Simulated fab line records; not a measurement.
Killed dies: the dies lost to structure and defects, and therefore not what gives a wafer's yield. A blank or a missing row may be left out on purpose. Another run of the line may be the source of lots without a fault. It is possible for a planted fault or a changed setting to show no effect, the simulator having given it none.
fab line records -- flow sky130
record lots=14, wafers=42, last-day=50
route steps=708 shown FIELD_ISO@3 DNWELL@44 SONOS_TUNNEL@162 PAD_OPEN@708
lots that met no fault: from a run of the same line without faults
start-h: hours from the record's first day to the start of the lot's first wafer shown -- wait-h: hours since the lot's step before -- " the same as in the row above -- L1.1+2: several wafers, shown together as one row -- - no value, or no start given -- * or withheld: withheld -- < > ~ a bound
route shown NAME@n: a module of which the file shows steps, and the number in the route of the first -- usual: average and standard deviation across the fault-free wafers -- same: alike in all rows -- chamber/n: place in a boat -- sites: each site's reading -- _std_site: the standard deviation of these -- _edge_site: outer sites' mean less inner sites' -- radius-mm: for every site, how far away it sits from the centre of the wafer -- mask NAME#n: copy n -- behind: the tool/chamber that last shaped the wafer -- hold: why the lot was held/for how many hours/how that ended -- device: which transistor (n, p or np) failed to switch -- end of line: the route-end tests of the same wafers -- a step with no rows: only its recipe -- killed: dies lost to structure and defects at the first sort, not the wafer's yield -- map: dies across one wafer; x = killed, . = not, _ = none there
set.NAME: the setting as run; set.NAME@STEP: as run at that earlier step -- model.NAME: the simulator's own value behind a step, which no gauge read
a sample of lots followed through the steps of the route, with each step as a table and each wafer as a row
services: from which hour (start-h, from the record's first day; less than 0 if before it) a tool's chamber was out of use, for how many hours, and why
## steps
# step SKY_FIELD_ISO_THK_MEAS_02
# recipe reads=SiO2_of_FIELD_ISO_OXIDATION_01
# usual FIELD_ISO_OXIDATION_00_THK=12.0/0.37
lot.wafer,tool,chamber,start-h,wait-h,FIELD_ISO_OXIDATION_00_THK[nm]
L166.2,film-metro-02,-,19.33,0.0,11.5
L166.5,film-metro-02,-,19.33,0.0,11.4
L166.6,film-metro-02,-,19.33,0.0,11.6
L165.3,film-metro-03,-,19.34,0.0,11.2
L165.4,film-metro-03,-,19.34,0.0,11.1
L165.5,film-metro-03,-,19.34,0.0,11.3
L168.2,film-metro-02,-,30.50,0.0,11.6
L168.3,film-metro-02,-,30.50,0.0,11.6
L168.5,film-metro-02,-,30.50,0.0,11.4
L169.1,film-metro-02,-,37.55,0.0,11.9
L169.3,film-metro-02,-,37.55,0.0,12.0
L169.5,film-metro-02,-,37.55,0.0,11.8
L174.3,film-metro-01,-,57.50,0.0,12.2
L174.4,film-metro-01,-,57.50,0.0,12.2
L174.6,film-metro-01,-,57.50,0.0,12.4
L176.2,film-metro-03,-,66.64,0.0,11.9
L176.3,film-metro-03,-,66.64,0.0,12.0
L176.6,film-metro-03,-,66.64,0.0,12.2
L177.2,film-metro-01,-,71.84,0.0,12.0
L177.4,film-metro-01,-,71.84,0.0,12.2
L177.6,film-metro-01,-,71.84,0.0,11.9
L182.1,film-metro-03,-,96.85,0.0,11.9
L182.2,film-metro-03,-,96.85,0.0,12.0
L182.4,film-metro-03,-,96.85,0.0,11.7
L183.1,film-metro-01,-,102.64,0.0,11.7
L183.3,film-metro-01,-,102.64,0.0,12.1
L183.4,film-metro-01,-,102.64,0.0,11.9
L184.1,film-metro-03,-,109.75,0.0,12.4
L184.3,film-metro-03,-,109.75,0.0,12.5
L184.6,film-metro-03,-,109.75,0.0,12.3
L185.2,film-metro-03,-,115.36,0.0,12.1
L185.3,film-metro-03,-,115.36,0.0,11.9
L185.6,film-metro-03,-,115.36,0.0,11.9
L187.1,film-metro-02,-,123.85,0.0,12.2
L187.2,film-metro-02,-,123.85,0.0,12.2
L187.5,film-metro-02,-,123.85,0.0,12.2
L186.3,film-metro-03,-,123.87,0.0,12.4
L186.4,film-metro-03,-,123.87,0.0,12.7
L186.5,film-metro-03,-,123.87,0.0,12.2
L188.1,film-metro-02,-,130.81,0.0,12.0
L188.2,film-metro-02,-,130.81,0.0,12.0
L188.6,film-metro-02,-,130.81,0.0,12.2
# step SKY_FIELD_ISO_WET_ETCH_30
# recipe chemistry=dHF, target-depth-nm=25, target=SiO2, dilution=10:1, temp-c=25, time-s=50
# usual run-length-s=78.8/2.8
lot.wafer,tool,chamber,start-h,wait-h,run-length-s
L165.3,wet-bench-04,3,46.90,0.0,76.2
L165.4,wet-bench-04,3,46.90,0.0,76.2
L165.5,wet-bench-04,3,46.90,0.0,76.2
L166.2,wet-bench-04,0,46.90,0.0,76.5
L166.5,wet-bench-04,0,46.90,0.0,76.5
L166.6,wet-bench-04,0,46.90,0.0,76.5
L168.2,wet-bench-01,2,51.31,0.0,80.6
L168.3,wet-bench-01,2,51.31,0.0,80.6
L168.5,wet-bench-01,2,51.31,0.0,80.6
L169.1,wet-bench-01,1,59.82,0.0,77.4
L169.3,wet-bench-01,1,59.82,0.0,77.4
L169.5,wet-bench-01,1,59.82,0.0,77.4
L174.3,wet-bench-01,1,85.41,0.0,79.4
L174.4,wet-bench-01,1,85.41,0.0,79.4
L174.6,wet-bench-01,1,85.41,0.0,79.4
L176.2,wet-bench-04,1,91.53,0.0,111.9
L176.3,wet-bench-04,1,91.53,0.0,111.9
L176.6,wet-bench-04,1,91.53,0.0,111.9
L177.2,wet-bench-04,0,96.18,0.0,113.0
L177.4,wet-bench-04,0,96.18,0.0,113.0
L177.6,wet-bench-04,0,96.18,0.0,113.0
L183.1,wet-bench-01,1,133.26,0.0,78.4
L183.3,wet-bench-01,1,133.26,0.0,78.4
L183.4,wet-bench-01,1,133.26,0.0,78.4
L182.1,wet-bench-01,0,133.68,0.0,76.9
L182.2,wet-bench-01,0,133.68,0.0,76.9
L182.4,wet-bench-01,0,133.68,0.0,76.9
L184.1,wet-bench-03,0,137.94,0.0,82.8
L184.3,wet-bench-03,0,137.94,0.0,82.8
L184.6,wet-bench-03,0,137.94,0.0,82.8
L185.2,wet-bench-01,3,140.79,0.0,82.7
L185.3,wet-bench-01,3,140.79,0.0,82.7
L185.6,wet-bench-01,3,140.79,0.0,82.7
L186.3,wet-bench-01,3,151.63,0.0,76.6
L186.4,wet-bench-01,3,151.63,0.0,76.6
L186.5,wet-bench-01,3,151.63,0.0,76.6
L187.1,wet-bench-01,2,152.89,0.0,75.3
L187.2,wet-bench-01,2,152.89,0.0,75.3
L187.5,wet-bench-01,2,152.89,0.0,75.3
L188.1,wet-bench-03,1,158.77,0.0,83.0
L188.2,wet-bench-03,1,158.77,0.0,83.0
L188.6,wet-bench-03,1,158.77,0.0,83.0
# step SKY_DNWELL_TW_MEAS_09
# usual DNWELL_TW=1121/6.8
lot.wafer,tool,chamber,start-h,wait-h,DNWELL_TW
L166.2,film-metro-04,-,64.92,0.1,1119
L166.5,film-metro-04,-,64.92,0.1,1115
L166.6,film-metro-04,-,64.92,0.1,1116
L165.3,film-metro-02,-,65.27,0.1,1115
L165.4,film-metro-02,-,65.27,0.1,1122
L165.5,film-metro-02,-,65.27,0.1,1121
L168.2,film-metro-02,-,69.16,0.1,1124
L168.3,film-metro-02,-,69.16,0.1,1125
L168.5,film-metro-02,-,69.16,0.1,1124
L169.1,film-metro-03,-,78.26,0.1,1136
L169.3,film-metro-03,-,78.26,0.1,1135
L169.5,film-metro-03,-,78.26,0.1,1139
L174.3,film-metro-02,-,106.89,0.1,1116
L174.4,film-metro-02,-,106.89,0.1,1113
L174.6,film-metro-02,-,106.89,0.1,1121
L176.2,film-metro-03,-,111.87,0.1,1130
L176.3,film-metro-03,-,111.87,0.1,1128
L176.6,film-metro-03,-,111.87,0.1,1121
L177.2,film-metro-04,-,117.01,0.1,1126
L177.4,film-metro-04,-,117.01,0.1,1131
L177.6,film-metro-04,-,117.01,0.1,1133
L183.1,film-metro-03,-,156.56,0.1,1117
L183.3,film-metro-03,-,156.56,0.1,1116
L183.4,film-metro-03,-,156.56,0.1,1120
L182.1,film-metro-04,-,156.59,0.1,1119
L182.2,film-metro-04,-,156.59,0.1,1130
L182.4,film-metro-04,-,156.59,0.1,1125
L184.1,film-metro-03,-,160.15,0.1,1114
L184.3,film-metro-03,-,160.15,0.1,1115
L184.6,film-metro-03,-,160.15,0.1,1123
L185.2,film-metro-02,-,162.03,0.1,1122
L185.3,film-metro-02,-,162.03,0.1,1128
L185.6,film-metro-02,-,162.03,0.1,1122
L186.3,film-metro-04,-,173.67,0.1,1134
L186.4,film-metro-04,-,173.67,0.1,1133
L186.5,film-metro-04,-,173.67,0.1,1129
L187.1,film-metro-02,-,175.51,0.1,1113
L187.2,film-metro-02,-,175.51,0.1,1114
L187.5,film-metro-02,-,175.51,0.1,1114
L188.1,film-metro-03,-,182.97,0.1,1119
L188.2,film-metro-03,-,182.97,0.1,1124
L188.6,film-metro-03,-,182.97,0.1,1123
# step SKY_SONOS_TUNNEL_OVL_MEAS_08
# usual SONOS_TUNNEL_OVL=0.5/1.1
lot.wafer,tool,chamber,start-h,wait-h,SONOS_TUNNEL_OVL[nm]
L166.2,overlay-01,-,268.99,0.1,0.2
L166.5,overlay-01,-,268.99,0.1,0.1
L166.6,overlay-01,-,268.99,0.1,0.1
L165.3,overlay-01,-,271.83,0.1,1.8
L165.4,overlay-01,-,271.83,0.1,0.6
L165.5,overlay-01,-,271.83,0.1,-0.2
L168.2,overlay-02,-,272.13,0.1,3.8
L168.3,overlay-02,-,272.13,0.1,2.6
L168.5,overlay-02,-,272.13,0.1,2.1
L169.1,overlay-02,-,284.99,0.1,-1.7
L169.3,overlay-02,-,284.99,0.1,-1.6
L169.5,overlay-02,-,284.99,0.1,0.4
L174.3,overlay-02,-,332.10,0.1,0.3
L174.4,overlay-02,-,332.10,0.1,1.1
L174.6,overlay-02,-,332.10,0.1,-1.6
L176.2,overlay-02,-,336.49,0.1,1.8
L176.3,overlay-02,-,336.49,0.1,1.2
L176.6,overlay-02,-,336.49,0.1,1.2
L177.2,overlay-02,-,345.29,0.1,0.9
L177.4,overlay-02,-,345.29,0.1,0.2
L177.6,overlay-02,-,345.29,0.1,-0.8
L183.1,overlay-02,-,402.54,0.1,0.2
L183.3,overlay-02,-,402.54,0.1,-0.6
L183.4,overlay-02,-,402.54,0.1,0.7
L182.1,overlay-01,-,405.48,0.1,0.6
L182.2,overlay-01,-,405.48,0.1,0.2
L182.4,overlay-01,-,405.48,0.1,-0.2
L184.1,overlay-01,-,410.42,0.1,0.7
L184.3,overlay-01,-,410.42,0.1,-1.7
L184.6,overlay-01,-,410.42,0.1,0.6
L185.2,overlay-01,-,414.98,0.1,2.1
L185.3,overlay-01,-,414.98,0.1,2.1
L185.6,overlay-01,-,414.98,0.1,0.5
L186.3,overlay-02,-,431.75,0.1,-0.7
L186.4,overlay-02,-,431.75,0.1,1.0
L186.5,overlay-02,-,431.75,0.1,0.7
L187.1,overlay-02,-,433.38,0.1,0.7
L187.2,overlay-02,-,433.38,0.1,-0.2
L187.5,overlay-02,-,433.38,0.1,-0.2
L188.1,overlay-01,-,443.14,0.1,2.3
L188.2,overlay-01,-,443.14,0.1,1.4
L188.6,overlay-01,-,443.14,0.1,1.5
# step SKY_PAD_OPEN_PROBE_99
# usual killed_at_M0_to_M3=45/7.5, killed_at_M4_up=2.8/1.9, killed-at-contacts=25/5.5, killed-at-front-end=14/4, killed-at-other=0.3/0.75, killed-dies=87/9.4, killed-open=47/6.6, killed-short=39/6.6
# same gross-dies=492, killed-at-back-side=0
lot.wafer,tool,chamber,start-h,wait-h,killed_at_M0_to_M3,killed_at_M4_up,killed-at-contacts,killed-at-front-end,killed-at-other,killed-dies,killed-open,killed-short
L169.1,prober-02,-,1110.06,0.1,44,4,20,9,0,77,42,35
L169.3,prober-02,-,1110.16,0.2,38,5,20,14,1,78,39,39
L169.5,prober-02,-,1110.26,0.2,36,1,33,8,2,80,53,27
L186.3,prober-01,-,1202.81,0.2,43,2,17,11,1,74,42,32
L186.4,prober-01,-,1202.86,0.2,42,1,14,17,0,74,41,33
L186.5,prober-01,-,1202.91,0.2,46,2,19,16,0,83,46,37
# killed by level:class
L169.1 VIA1:geometric-particle:open=10 VIA3:geometric-particle:open=7 CONTACT:geometric-particle:open=6 METAL1:geometric-particle:short=6 LI_CONTACT:geometric-particle:open=5 CONTACT:geometric-particle:short=5 VIA2:geometric-particle:open=5 VIA3:geometric-particle:short=5
L169.3 CONTACT:geometric-particle:open=9 VIA1:geometric-particle:open=8 METAL2:geometric-particle:short=7 VIA2:geometric-particle:open=6 METAL1:geometric-particle:short=5 FIELD_ISO:geometric-particle:open=4 FIELD_ISO:geometric-particle:short=4 LI_CONTACT:geometric-particle:short=4
L169.5 CONTACT:geometric-particle:open=15 VIA1:geometric-particle:open=10 LI_CONTACT:geometric-particle:open=8 LOCAL_INTERCONNECT:geometric-particle:short=5 VIA3:geometric-particle:open=5 METAL2:geometric-particle:short=4 VIA2:geometric-particle:open=4 FIELD_ISO:geometric-particle:short=3
L186.3 VIA3:geometric-particle:open=10 CONTACT:geometric-particle:open=7 VIA1:geometric-particle:open=6 FIELD_ISO:geometric-particle:short=5 LI_CONTACT:geometric-particle:open=5 VIA2:geometric-particle:open=5 METAL1:geometric-particle:short=4 METAL2:geometric-particle:short=4
L186.4 VIA1:geometric-particle:open=7 VIA3:geometric-particle:open=7 CONTACT:geometric-particle:open=6 POLY_GATE:geometric-particle:open=5 METAL1:geometric-particle:short=5 FIELD_ISO:geometric-particle:short=4 VIA1:geometric-particle:short=4 VIA2:geometric-particle:open=4
L186.5 LI_CONTACT:geometric-particle:open=8 VIA2:geometric-particle:open=8 METAL2:geometric-particle:short=6 VIA3:geometric-particle:open=6 FIELD_ISO:geometric-particle:short=5 METAL1:geometric-particle:short=5 VIA1:geometric-particle:short=5 VIA1:geometric-particle:open=5
## services
tool,chamber,start-h,hours,kind
wet-bench-03,-,48.62,11.6,repair
wet-bench-03,-,114.58,1.1,repair
## key
first-sign step=SKY_FIELD_ISO_WET_ETCH_30, reading=run-length-s, direction=up, sigmas=12, usual=*, struck=*
effect none on later readings
met-at SKY_FIELD_ISO_WET_ETCH_30
struck-lots L176,L177
tester-left-out L176,L177
not-acting-at SKY_FIELD_ISO_THK_MEAS_02,SKY_DNWELL_TW_MEAS_09,SKY_SONOS_TUNNEL_OVL_MEAS_08
onset-between 46.90 91.53
fault kind=process-parameter-drift, tool=wet-bench-04, chamber=-, onset-h=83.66, steps=SKY_FIELD_ISO_WET_ETCH_30, channel=time-s, offset=*, shape=step, end-h=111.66, acts-in=*, stated=*
# tester-left-out: of these lots the tester's yield and bins aren't shown, on N5 and GAA mostly nor the transistor test; their killed dies are dies lost to structure and defects alone, not to doping, threshold or leakage, so they don't give the yield
